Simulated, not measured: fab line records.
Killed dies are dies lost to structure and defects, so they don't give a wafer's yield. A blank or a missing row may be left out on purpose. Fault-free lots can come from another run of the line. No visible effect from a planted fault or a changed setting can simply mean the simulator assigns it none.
Problem report in the 8D (eight disciplines) form, filled by code    flow sky130    the parts of the form that need people (team, actions taken, sign-off) are left out

1. THE ISSUE
cd-nm at SKY_POLY_GATE_CD_MEAS_22 reads a mean of 139.4 nm on 2 wafers of 2 lots; wafers without a fault read 150.3 nm with a standard deviation of 2.1. That is -5.2 standard deviations from the usual mean.
First observed at day 22 07:24: wafer L840.1, on cd-sem-02. At this step, 18 wafers from 6 lots have a number in the record. By rule, "out" or "out of limits" means more than 4 standard deviations away from the usual mean. Any other wafer with a number is counted as sound.

2. WHAT IT IS, WHAT IT ISN'T
question                     is                    is not
which readings at this step  cd-nm                 -
which lots                   L840, L841            L828, L832, L844, L848
which wafers of those lots   L840.1, L841.1        L840.5, L840.6, L841.2, L841.4
read on which gauges         cd-sem-01, cd-sem-02  -
when                         from day 22 07:24     up to then (8 sound wafers); but 8 sound wafers of L841, L844, L848 came after

3. SUSPECTS, AND WHAT RULES EACH OUT
Counting: if a tool at a process step up to the reading ran every lot that is out, it stays a suspect. Sound lots after the first of them don't rule it out here, since some wafers of a struck lot are sound.
- the gauge at SKY_POLY_GATE_CD_MEAS_22: ruled out. Those wafers that are out were read across 2 gauges (cd-sem-01, cd-sem-02).
- rie-diel-01 at SKY_POLY_GATE_ETCH_15 (etches BARC in N2/H2, stops on SiO2, time 118.5 s, target depth 110 nm): kept. It processed each lot that is out (first: L840, day 22 05:05); up to then, its last sound lot is L832 (day 19 08:32).
- rie-diel-01 at SKY_POLY_GATE_ETCH_16 (etches Si3N4 in CH3F/O2, stops on poly-Si, time 147.5 s, target depth 75 nm): kept. It processed each lot that is out (first: L840, day 22 05:10); up to then, its last sound lot is L832 (day 19 08:38).
- At SKY_POLY_GATE_ETCH_15, inside rie-diel-01: chamber 2 took the wafers that are out, while their sound lot-mates went through chambers 0, 1.
- At SKY_POLY_GATE_ETCH_16, inside rie-diel-01: chamber 2 took the wafers that are out, while their sound lot-mates went through chambers 0, 1.
What counting leaves: rie-diel-01 at SKY_POLY_GATE_ETCH_15 and rie-diel-01 at SKY_POLY_GATE_ETCH_16.

4. THE CAUSE (what the simulator had put in)
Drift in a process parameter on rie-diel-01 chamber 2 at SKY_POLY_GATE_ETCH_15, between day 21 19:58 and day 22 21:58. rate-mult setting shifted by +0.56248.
After counting, 2 suspects remain, this tool included.

5. SEQUENCE OF EFFECTS, ordered by route
Each row: a reading where the mean over the struck wafers with a number is more than 3 standard deviations away from the usual. Only readings whose record carries a usual standard deviation are examined. hours: median over the lots of the time between each lot's start at the first step of this table that gives one and its start at this step. sigmas: the change, counted in usual standard deviations.
hours  step                      reading                   usual       on struck wafers  change  sigmas
0      SKY_POLY_GATE_STRIP_18    oes-product-au            0.360 a.u.  0.334             -0.026  -5.7
0      SKY_POLY_GATE_STRIP_18    strip-time-to-endpoint-s  3.16 s      2.60              -0.56   -16
2      SKY_POLY_GATE_CD_MEAS_22  cd-nm                     150.3 nm    139.4             -10.9   -5.2
Here are the process steps it includes:
- SKY_POLY_GATE_STRIP_18: strips in O2/N2.

6. WHAT WOULD HAVE CAUGHT IT SOONER
Counted from the fault's start at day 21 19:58, it took 11 hours until the first out-of-limits reading at a measuring or inspecting step in this record, taken at day 22 07:24.
No tool reading at SKY_POLY_GATE_ETCH_15 that has a usual standard deviation in the record was out on any struck wafer, so an alarm limit of 4 standard deviations on those readings would not have fired.
Of the lots that are out (2), L841 began SKY_POLY_GATE_ETCH_15 on rie-diel-01 after day 22 07:24. Had the tool been put on hold then, it would have been spared.
